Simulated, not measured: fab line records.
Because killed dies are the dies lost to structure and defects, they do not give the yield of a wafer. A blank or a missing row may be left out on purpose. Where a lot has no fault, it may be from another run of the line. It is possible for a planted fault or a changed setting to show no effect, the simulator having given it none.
fab line records ; flow sky130
record: lots: 6; wafers: 18; last-day: 50
route steps=708 shown VT_ADJUST_PCH@148 SONOS_TUNNEL@154 PAD_OPEN@708
lots untouched by any fault: they come from a run of this same line in which no faults occurred
start-h: hours from the record's first day to the start of the lot's first wafer shown ; wait-h: hours elapsed since this lot's preceding step ; " identical to the entry in the row above ; L1.1+2: one row covering several wafers at once ; - no value present, or no start provided ; * or withheld: withheld ; < > ~ a bound
route shown NAME@n: a module of which the file shows steps, and the number in the route of the first ; usual: the fault-free wafers' mean and standard deviation ; same: alike in all rows ; chamber/n: place in a boat ; sites: the reading at each site ; _std_site: standard deviation of those values ; _edge_site: the outer-site mean with the inner-site mean subtracted ; radius-mm: how far each site lies from the wafer's centre ; mask NAME#n: copy n ; behind: the last tool/chamber to shape the wafer ; hold: cause of the lot's hold/its duration in hours/its outcome ; device: transistor that didn't switch, given as n, p or np ; end of line: at the end of the route, the tests of the same wafers ; a step with no rows: only its recipe ; killed: count of dies lost to structure and defects at first sort (not the wafer's yield) ; map: shows each die of a wafer: x if killed, . if not, _ if none is there
set.NAME: the setting the step ran with; set.NAME@STEP: the setting that earlier step ran with ; model.NAME: the simulator's own value behind a step, which no gauge read
lots at selected steps of the route; one table per step, one row per wafer
services: when a tool's chamber went out of use (start-h, in hours from the record's first day, below 0 if earlier), for how many hours, and the reason
== steps ==
step: SKY_VT_ADJUST_PCH_PEB_05
recipe: temp-c: 115; time-s: withheld
step: SKY_VT_ADJUST_PCH_DEVELOP_06
recipe: wall-angle-deg: 90; developer: TMAH; develop-time-s: 60; dev-temp-c: 23
step: SKY_VT_ADJUST_PCH_OVL_MEAS_07
usual: VT_ADJUST_PCH_OVL: 0.7/1.6
lot.wafer;tool;chamber;start-h;wait-h;VT_ADJUST_PCH_OVL[nm]
L179.1;overlay-02;-;235.24;-;0.6
L179.3;overlay-02;-;235.24;-;3.3
L179.6;overlay-02;-;235.24;-;-1.4
L186.2;overlay-01;-;290.34;-;0.3
L186.4;overlay-01;-;290.34;-;-0.1
L186.5;overlay-01;-;290.34;-;1.7
L197.2;overlay-02;-;377.79;-;1.0
L197.3;overlay-02;-;377.79;-;0.3
L197.4;overlay-02;-;377.79;-;0.5
L198.3;overlay-02;-;385.10;-;-1.4
L198.5;overlay-02;-;385.10;-;-4.1
L198.6;overlay-02;-;385.10;-;-4.6
L200.1;overlay-01;-;397.59;-;-2.0
L200.2;overlay-01;-;397.59;-;-0.6
L200.3;overlay-01;-;397.59;-;-0.8
L201.1;overlay-01;-;406.63;-;1.0
L201.2;overlay-01;-;406.63;-;1.9
L201.3;overlay-01;-;406.63;-;4.1
step: SKY_VT_ADJUST_PCH_IMPLANT_08
recipe: species: B; energy-kev: 10; dose-cm2: 5e+11; tilt-deg: withheld
step: SKY_VT_ADJUST_PCH_STRIP_09
recipe: chemistry: O2/N2; power-w: 1400; pressure-mtorr: 1500; platen-temp-c: withheld; o2-flow-sccm: 3000; n2-flow-sccm: 300; overash-fraction: 0.5
usual: drypump-motor-current-A: 6.2/0.31; oes-product-au: 0.723/0.0048; strip-time-to-endpoint-s: 36.95/0.13
lot.wafer;tool;chamber;start-h;wait-h;drypump-motor-current-A;oes-product-au;rf-hours-counter-h;strip-time-to-endpoint-s
L179.1;plasma-asher-04;0;235.42;0.1;6.2;0.724;53;37.06
L179.3;plasma-asher-04;0;235.42;0.1;6.2;0.721;-;37.00
L179.6;plasma-asher-04;0;235.42;0.1;6.2;0.722;-;37.03
L186.2;plasma-asher-04;1;290.52;0.1;6.3;0.716;58;36.72
L186.4;plasma-asher-04;1;290.52;0.1;6.3;0.723;-;36.71
L186.5;plasma-asher-04;1;290.52;0.1;6.3;0.716;-;36.68
L197.2;plasma-asher-04;1;377.97;0.1;6.3;0.720;69;37.00
L197.3;plasma-asher-04;1;377.97;0.1;6.3;0.722;-;36.95
L197.4;plasma-asher-04;0;377.97;0.1;6.2;0.723;-;37.03
L198.3;plasma-asher-03;1;385.31;0.1;6.7;0.724;-;36.91
L198.5;plasma-asher-03;1;385.31;0.1;6.7;0.726;-;37.01
L198.6;plasma-asher-03;0;385.31;0.1;5.7;0.718;-;36.95
L200.1;plasma-asher-04;0;397.77;0.1;6.3;0.727;71;36.89
L200.2;plasma-asher-04;1;397.77;0.1;6.3;0.726;71;36.87
L200.3;plasma-asher-04;0;397.77;0.1;6.2;0.731;-;36.92
L201.1;plasma-asher-04;1;406.82;0.1;6.3;0.720;72;36.92
L201.2;plasma-asher-04;0;406.82;0.1;6.2;0.728;72;36.84
L201.3;plasma-asher-04;1;406.82;0.1;6.3;0.725;-;36.94
step: SKY_VT_ADJUST_PCH_TW_MEAS_10
usual: VT_ADJUST_PCH_TW: 142.8/2.1
lot.wafer;tool;chamber;start-h;wait-h;VT_ADJUST_PCH_TW
L179.1;film-metro-04;-;235.52;0.1;145.4
L179.3;film-metro-04;-;235.52;0.1;145.1
L179.6;film-metro-04;-;235.52;0.1;144.9
L186.2;film-metro-03;-;290.63;0.1;139.4
L186.4;film-metro-03;-;290.63;0.1;140.1
L186.5;film-metro-03;-;290.63;0.1;139.0
L197.2;film-metro-02;-;378.08;0.1;143.5
L197.3;film-metro-02;-;378.08;0.1;142.8
L197.4;film-metro-02;-;378.08;0.1;143.3
L198.3;film-metro-04;-;385.39;0.1;144.3
L198.5;film-metro-04;-;385.39;0.1;144.5
L198.6;film-metro-04;-;385.39;0.1;143.2
L200.1;film-metro-04;-;397.87;0.1;144.0
L200.2;film-metro-04;-;397.87;0.1;144.4
L200.3;film-metro-04;-;397.87;0.1;143.4
L201.1;film-metro-02;-;406.92;0.1;142.8
L201.2;film-metro-02;-;406.92;0.1;142.9
L201.3;film-metro-02;-;406.92;0.1;141.8
step: SKY_SONOS_TUNNEL_DEHYDRATE_00
recipe: temp-c: 200; time-s: 60
step: SKY_SONOS_TUNNEL_HMDS_01
recipe: prime-time-s: 60; prime-temp-c: 120
step: SKY_SONOS_TUNNEL_COAT_02
recipe: resist: NOVOLAK; spin-rpm: 3000; resist-thk-nm: 1140
step: SKY_SONOS_TUNNEL_SOFTBAKE_03
recipe: temp-c: 90; time-s: 60; resist: NOVOLAK
step: SKY_SONOS_TUNNEL_EXPOSE_04
recipe: mask-id: TUNM; na: 0.6; source-shape: conventional; sigma-outer: 0.6; polarization: unpolarized; target-cd-nm: 410; dose-mj: 136
step: SKY_SONOS_TUNNEL_PEB_05
recipe: temp-c: withheld; time-s: *; resist: NOVOLAK
step: SKY_SONOS_TUNNEL_DEVELOP_06
recipe: resist: NOVOLAK; developer: TMAH; develop-time-s: 60; dev-temp-c: 23
lot.wafer;tool;chamber;start-h;wait-h
L179.1+3+6;litho-track-03;0;259.30;0.1
L186.2+4+5;litho-track-03;0;315.48;0.1
L197.2+3+4;litho-track-03;0;407.53;0.1
L198.3+5+6;litho-track-03;0;414.70;0.1
L200.1+2+3;litho-track-02;0;427.89;0.1
L201.1+2+3;litho-track-02;0;436.94;0.1
step: SKY_SONOS_TUNNEL_CD_MEAS_07
recipe: target-cd-nm: 410
usual: cd-nm: 410.2/2.3
lot.wafer;tool;chamber;start-h;wait-h;cd-nm
L179.1;cd-sem-01;-;259.45;0.1;409.1
L179.3;cd-sem-01;-;259.45;0.1;410.4
L179.6;cd-sem-01;-;259.45;0.1;408.3
L186.2;cd-sem-02;-;315.62;0.1;409.0
L186.4;cd-sem-02;-;315.62;0.1;408.5
L186.5;cd-sem-02;-;315.62;0.1;407.6
L197.2;cd-sem-02;-;407.67;0.1;-
L197.3;cd-sem-02;-;407.67;0.1;-
L197.4;cd-sem-02;-;407.67;0.1;-
L198.3;cd-sem-02;-;414.84;0.1;-
L198.5;cd-sem-02;-;414.84;0.1;-
L198.6;cd-sem-02;-;414.84;0.1;-
L200.1;cd-sem-01;-;428.04;0.1;407.0
L200.2;cd-sem-01;-;428.04;0.1;407.2
L200.3;cd-sem-01;-;428.04;0.1;408.7
L201.1;cd-sem-01;-;437.09;0.1;407.9
L201.2;cd-sem-01;-;437.09;0.1;408.7
L201.3;cd-sem-01;-;437.09;0.1;408.6
step: SKY_SONOS_TUNNEL_OVL_MEAS_08
usual: SONOS_TUNNEL_OVL: -1.0/1.6
lot.wafer;tool;chamber;start-h;wait-h;SONOS_TUNNEL_OVL[nm]
L179.1;overlay-02;-;259.57;0.1;-0.3
L179.3;overlay-02;-;259.57;0.1;-0.8
L179.6;overlay-02;-;259.57;0.1;0.1
L186.2;overlay-01;-;315.73;0.1;1.2
L186.4;overlay-01;-;315.73;0.1;2.7
L186.5;overlay-01;-;315.73;0.1;0.9
L197.2;overlay-02;-;407.78;0.1;-
L197.3;overlay-02;-;407.78;0.1;-
L197.4;overlay-02;-;407.78;0.1;-
L198.3;overlay-02;-;414.93;0.1;-
L198.5;overlay-02;-;414.93;0.1;-
L198.6;overlay-02;-;414.93;0.1;-
L200.1;overlay-01;-;428.16;0.1;-2.3
L200.2;overlay-01;-;428.16;0.1;-1.4
L200.3;overlay-01;-;428.16;0.1;-1.0
L201.1;overlay-01;-;437.21;0.1;-0.6
L201.2;overlay-01;-;437.21;0.1;0.6
L201.3;overlay-01;-;437.21;0.1;-0.5
step: SKY_SONOS_TUNNEL_IMPLANT_09
recipe: species: B; energy-kev: 20; dose-cm2: 9.792e+11; tilt-deg: withheld
step: SKY_SONOS_TUNNEL_WET_ETCH_10
recipe: chemistry: dHF; target-depth-nm: 14; target: SiO2; dilution: 100:1; temp-c: 25; time-s: 280
step: SKY_SONOS_TUNNEL_STRIP_11
recipe: chemistry: SPM; time-s: 600; temp-c: 130
step: SKY_SONOS_TUNNEL_TW_MEAS_12
usual: SONOS_TUNNEL_TW: 195.6/2.7
lot.wafer;tool;chamber;start-h;wait-h;SONOS_TUNNEL_TW
L179.1;film-metro-03;-;260.04;0.0;193.5
L179.3;film-metro-03;-;260.04;0.0;193.3
L179.6;film-metro-03;-;260.04;0.0;193.4
L186.2;film-metro-01;-;316.18;0.0;193.7
L186.4;film-metro-01;-;316.18;0.0;193.7
L186.5;film-metro-01;-;316.18;0.0;194.6
L197.2;film-metro-01;-;408.25;0.0;30.0
L197.3;film-metro-01;-;408.25;0.0;30.1
L197.4;film-metro-01;-;408.25;0.0;30.1
L198.3;film-metro-01;-;415.39;0.0;30.0
L198.5;film-metro-01;-;415.39;0.0;30.0
L198.6;film-metro-01;-;415.39;0.0;30.0
L200.1;film-metro-03;-;428.60;0.0;192.1
L200.2;film-metro-03;-;428.60;0.0;193.0
L200.3;film-metro-03;-;428.60;0.0;192.1
L201.1;film-metro-04;-;437.65;0.0;199.8
L201.2;film-metro-04;-;437.65;0.0;199.0
L201.3;film-metro-04;-;437.65;0.0;199.1
step: SKY_SONOS_TUNNEL_CLEAN_13
recipe: chemistry: dHF; time-s: 20; dilution: 100:1; dry: ipa-marangoni
step: SKY_PAD_OPEN_PROBE_99
usual: killed_at_M0_to_M3: 42/7; killed_at_M4_up: 3.2/1.6; killed-at-contacts: 24/5.8; killed-at-front-end: 16/4.3; killed-at-other: 0.3/0.62; killed-dies: 86/9.5; killed-on-rim: 17/3.7; killed-open: 46/6.4; killed-short: 39/6.3
same: gross-dies: 492; killed-at-back-side: 0
lot.wafer;tool;chamber;start-h;wait-h;killed_at_M0_to_M3;killed_at_M4_up;killed-at-contacts;killed-at-front-end;killed-at-other;killed-dies;killed-on-rim;killed-open;killed-short
L179.1;prober-01;-;1084.45;0.1;60;5;23;17;0;105;23;62;43
L179.3;prober-01;-;1084.55;0.2;44;3;25;11;0;83;15;46;36
L179.6;prober-01;-;1084.70;0.2;41;2;19;17;0;79;15;35;44
L197.2;prober-01;-;1187.22;0.1;41;2;21;428;0;492;96;49;27
L197.3;prober-01;-;1187.27;0.2;40;4;29;419;0;492;96;47;49
L197.4;prober-01;-;1187.32;0.2;43;4;31;412;2;492;96;47;50
L198.3;prober-02;-;1188.91;0.2;35;6;30;421;0;492;96;42;44
L198.5;prober-02;-;1189.01;0.2;42;3;24;423;0;492;96;46;46
L198.6;prober-02;-;1189.06;0.2;45;3;21;421;2;492;96;40;46
killed by level:class
L179.1 VIA1:geometric-particle:open=16 CONTACT:geometric-particle:open=13 VIA3:geometric-particle:open=9 METAL1:geometric-particle:short=7 VIA1:geometric-particle:short=7 VIA2:geometric-particle:open=7 FIELD_ISO:geometric-particle:open=4 LI_CONTACT:geometric-particle:open=4
L179.3 LI_CONTACT:geometric-particle:open=8 VIA2:geometric-particle:open=7 VIA3:geometric-particle:open=7 METAL1:geometric-particle:short=6 CONTACT:geometric-particle:open=6 VIA1:geometric-particle:open=6 FIELD_ISO:geometric-particle:open=4 LOCAL_INTERCONNECT:geometric-particle:short=4
L179.6 METAL1:geometric-particle:short=9 CONTACT:geometric-particle:open=7 VIA1:geometric-particle:short=7 FIELD_ISO:geometric-particle:short=6 LI_CONTACT:geometric-particle:open=6 VIA2:geometric-particle:open=6 POLY_GATE:geometric-particle:open=4 METAL2:geometric-particle:short=4
L197.2 SONOS_TUNNEL:area-develop=416 VIA1:geometric-particle:open=12 CONTACT:geometric-particle:open=10 VIA3:geometric-particle:open=6 LI_CONTACT:geometric-particle:open=5 VIA2:geometric-particle:open=5 FIELD_ISO:geometric-particle:short=4 METAL1:geometric-particle:short=4
L197.3 SONOS_TUNNEL:area-develop=396 VIA1:geometric-particle:open=12 CONTACT:geometric-particle:open=9 FIELD_ISO:geometric-particle:open=7 CONTACT:geometric-particle:short=7 POLY_GATE:geometric-particle:short=6 LI_CONTACT:geometric-particle:short=6 VIA1:geometric-particle:short=6
L197.4 SONOS_TUNNEL:area-develop=395 CONTACT:geometric-particle:open=9 VIA1:geometric-particle:open=9 CONTACT:geometric-particle:short=8 VIA3:geometric-particle:open=7 LI_CONTACT:geometric-particle:open=5 FIELD_ISO:geometric-particle:short=5 LI_CONTACT:geometric-particle:short=5
L198.3 SONOS_TUNNEL:area-develop=406 VIA1:geometric-particle:open=9 CONTACT:geometric-particle:open=8 LI_CONTACT:geometric-particle:open=8 CONTACT:geometric-particle:short=7 VIA3:geometric-particle:short=7 VIA1:geometric-particle:short=5 VIA3:geometric-particle:open=4
L198.5 SONOS_TUNNEL:area-develop=400 CONTACT:geometric-particle:open=10 VIA1:geometric-particle:short=10 FIELD_ISO:geometric-particle:short=8 VIA3:geometric-particle:open=7 LI_CONTACT:geometric-particle:open=6 VIA1:geometric-particle:open=6 VIA2:geometric-particle:open=6
L198.6 SONOS_TUNNEL:area-develop=405 CONTACT:geometric-particle:open=10 METAL1:geometric-particle:short=8 VIA1:geometric-particle:open=7 VIA2:geometric-particle:open=7 VIA3:geometric-particle:short=6 METAL2:geometric-particle:short=5 FIELD_ISO:geometric-particle:short=4
map L197.2 (x killed, . not)
__________xxxxxxxxxx_________
________xxxxxxxxxxxxxx_______
______xxxxxxxxxxxxxxxxxx_____
_____xxxxxxxxxxxxxxxxxxxx____
____xxxxxxxxxxxxxxxxxxxxxx___
___xxxxxxxxxxxxxxxxxxxxxxxx__
__xxxxxxxxxxxxxxxxxxxxxxxxxx_
_xxxxxxxxxxxxxxxxxxxxxxxxxxxx
_xxxxxxxxxxxxxxxxxxxxxxxxxxxx
_xxxxxxxxxxxxxxxxxxxxxxxxxxxx
_xxxxxxxxxxxxxxxxxxxxxxxxxxxx
_xxxxxxxxxxxxxxxxxxxxxxxxxxxx
_xxxxxxxxxxxxxxxxxxxxxxxxxxxx
_xxxxxxxxxxxxxxxxxxxxxxxxxxxx
_xxxxxxxxxxxxxxxxxxxxxxxxxxxx
__xxxxxxxxxxxxxxxxxxxxxxxxxx_
___xxxxxxxxxxxxxxxxxxxxxxxx__
____xxxxxxxxxxxxxxxxxxxxxx___
_____xxxxxxxxxxxxxxxxxxxx____
______xxxxxxxxxxxxxxxxxx_____
________xxxxxxxxxxxxxx_______
__________xxxxxxxxxx_________
map L198.3 (x killed, . not)
__________xxxxxxxxxx_________
________xxxxxxxxxxxxxx_______
______xxxxxxxxxxxxxxxxxx_____
_____xxxxxxxxxxxxxxxxxxxx____
____xxxxxxxxxxxxxxxxxxxxxx___
___xxxxxxxxxxxxxxxxxxxxxxxx__
__xxxxxxxxxxxxxxxxxxxxxxxxxx_
_xxxxxxxxxxxxxxxxxxxxxxxxxxxx
_xxxxxxxxxxxxxxxxxxxxxxxxxxxx
_xxxxxxxxxxxxxxxxxxxxxxxxxxxx
_xxxxxxxxxxxxxxxxxxxxxxxxxxxx
_xxxxxxxxxxxxxxxxxxxxxxxxxxxx
_xxxxxxxxxxxxxxxxxxxxxxxxxxxx
_xxxxxxxxxxxxxxxxxxxxxxxxxxxx
_xxxxxxxxxxxxxxxxxxxxxxxxxxxx
__xxxxxxxxxxxxxxxxxxxxxxxxxx_
___xxxxxxxxxxxxxxxxxxxxxxxx__
____xxxxxxxxxxxxxxxxxxxxxx___
_____xxxxxxxxxxxxxxxxxxxx____
______xxxxxxxxxxxxxxxxxx_____
________xxxxxxxxxxxxxx_______
__________xxxxxxxxxx_________
== services ==
tool;chamber;start-h;hours;kind
plasma-asher-04;-;221.81;3.4;repair
plasma-asher-04;-;254.66;2.0;repair
plasma-asher-03;-;421.25;9.0;pm
plasma-asher-03;0;421.25;9.0;vent-cycle
plasma-asher-03;1;421.25;9.0;vent-cycle
plasma-asher-03;0;430.25;-;clean
plasma-asher-03;1;430.25;-;clean
== key ==
first-sign: step: SKY_SONOS_TUNNEL_CD_MEAS_07; reading: cd-nm; direction: missing
effect: step: SKY_SONOS_TUNNEL_OVL_MEAS_08; reading: SONOS_TUNNEL_OVL; direction: missing
effect: step: SKY_SONOS_TUNNEL_TW_MEAS_12; reading: SONOS_TUNNEL_TW; direction: down; sigmas: 60; usual: 195.6; struck: 30.0
effect: step: SKY_PAD_OPEN_PROBE_99; reading: killed-at-front-end; direction: up; sigmas: 94; usual: 16; struck: 421
more-kills-born-at: SKY_SONOS_TUNNEL_DEVELOP_06@litho-track-03: 2418
met-at SKY_SONOS_TUNNEL_DEVELOP_06
struck-wafers L197.2,L197.3,L197.4,L198.3,L198.5,L198.6
later-rows-left-out L197.2,L197.3,L197.4,L198.3,L198.5,L198.6
tester-left-out L197,L198
onset-between 315.48 407.53
fault: kind: process-parameter-drift; tool: litho-track-03; chamber: -; onset-h: 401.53; steps: SKY_SONOS_TUNNEL_DEVELOP_06; channel: develop-time-s; offset: *; shape: step; end-h: 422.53; acts-in: *; stated: *
tester-left-out: of these lots the tester's yield and bins aren't shown, on N5 and GAA mostly nor the transistor test; their killed dies are dies lost to structure and defects alone, not to doping, threshold or leakage, so they don't give the yield
later-rows-left-out: the simulator's readings of these wafers behind a module that went badly wrong aren't trusted and aren't shown, but for the sort
